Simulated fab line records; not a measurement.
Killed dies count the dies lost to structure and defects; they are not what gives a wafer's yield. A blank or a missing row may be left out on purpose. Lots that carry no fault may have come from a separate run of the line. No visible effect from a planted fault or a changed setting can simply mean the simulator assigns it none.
Struck lot and sound lot, side by side / flow sky130 / 15 out of 708 route steps
Sound: wafers L121.1, L121.2, L121.5. Wafers struck: L129.1, L129.4, L129.5. The cause is named last.
Order at every step that has rows: each side's tool, ch and its chambers, its first start. Under that, the readings that differ: sound wafers / struck wafers / difference of the means / sigmas: that difference in standard deviations of wafers without a fault.
alike: a reading whose means differ by less than 2 such deviations, as well as words and numbers matching on both sides. not compared: withheld readings; readings where some wafer has no value; bounds like >300 that might hide an equal value; numbers whose values overlap and for which the record gives no deviation.
The two part at a step that has a row with sigmas, a row that says differs or no value, or rows on one side only. Non-overlapping numbers with no deviation appear without sigmas and do not part them. Lack of a reading on every wafer of one side parts them only where that side has two or more wafers.

SKY_CONTACT_THK_MEAS_01:
  sound: filmMetro-03 at day 34 01:41; struck: filmMetro-04 at day 36 10:04
  alike: CONTACT_CVD_00_THK
then, 1 step without rows for these wafers: SKY_CONTACT_HDPCVD_02 (deposits SiO2, target thk 565 nm, time 94.2 s).
SKY_CONTACT_THK_MEAS_03:
  sound: filmMetro-04 at day 34 01:49; struck: filmMetro-03 at day 36 10:11
reading=CONTACT_HDPCVD_THK (nm); sound=560 560 563; struck=576 576 576; difference=+15; sigmas=+3
SKY_CONTACT_CMP_04: polishes SiO2.
  sound on cmp-01 ch 1,2, day 34 01:52; struck on cmp-02 ch 0,1,2, day 36 10:21
reading=timeToEndpointS (s); sound=83 77 75; struck=88 88 88; difference=+10; sigmas=+3
  alike: headPressurePsi, motorCurrentA
SKY_CONTACT_BOW_MEAS_05:
  sound: filmMetro-03 at day 34 02:10; struck: filmMetro-02 at day 36 10:33
  alike: CONTACT_BOW
then, 7 steps without rows for these wafers: SKY_CONTACT_DEHYDRATE_06 (time 60 s); SKY_CONTACT_HMDS_07 (prime time 60 s); SKY_CONTACT_COAT_08 (resist thk 60 nm); SKY_CONTACT_COAT_09 (resist thk 450 nm); SKY_CONTACT_SOFTBAKE_10 (time 90 s); SKY_CONTACT_EXPOSE_11 (exposes mask CTM1, target cd 170 nm); SKY_CONTACT_PEB_12.
SKY_CONTACT_DEVELOP_13: develop time 60 s.
  sound on lithoTrack-02 ch 0, day 35 04:00; struck on lithoTrack-01 ch 0, day 37 12:00
reading=developerTempC (C); sound=20.95 20.98 20.84; struck=22.97 23.10 23.00; difference=+2.10; sigmas=+19
SKY_CONTACT_CD_MEAS_14: the cd target is 170 nm.
  sound: cdSem-02 at day 35 04:41; struck: cdSem-01 at day 37 12:19
  alike: cdNm
after that, 1 step had no rows for these wafers: SKY_PAD_OPEN_PROBE_99.

## WHERE THEY PART
First at SKY_CONTACT_THK_MEAS_03; last, within this record, at SKY_CONTACT_DEVELOP_13. Later steps at which nothing parts them and some readings are alike: SKY_CONTACT_CD_MEAS_14.

WHY: whatever the simulator had introduced
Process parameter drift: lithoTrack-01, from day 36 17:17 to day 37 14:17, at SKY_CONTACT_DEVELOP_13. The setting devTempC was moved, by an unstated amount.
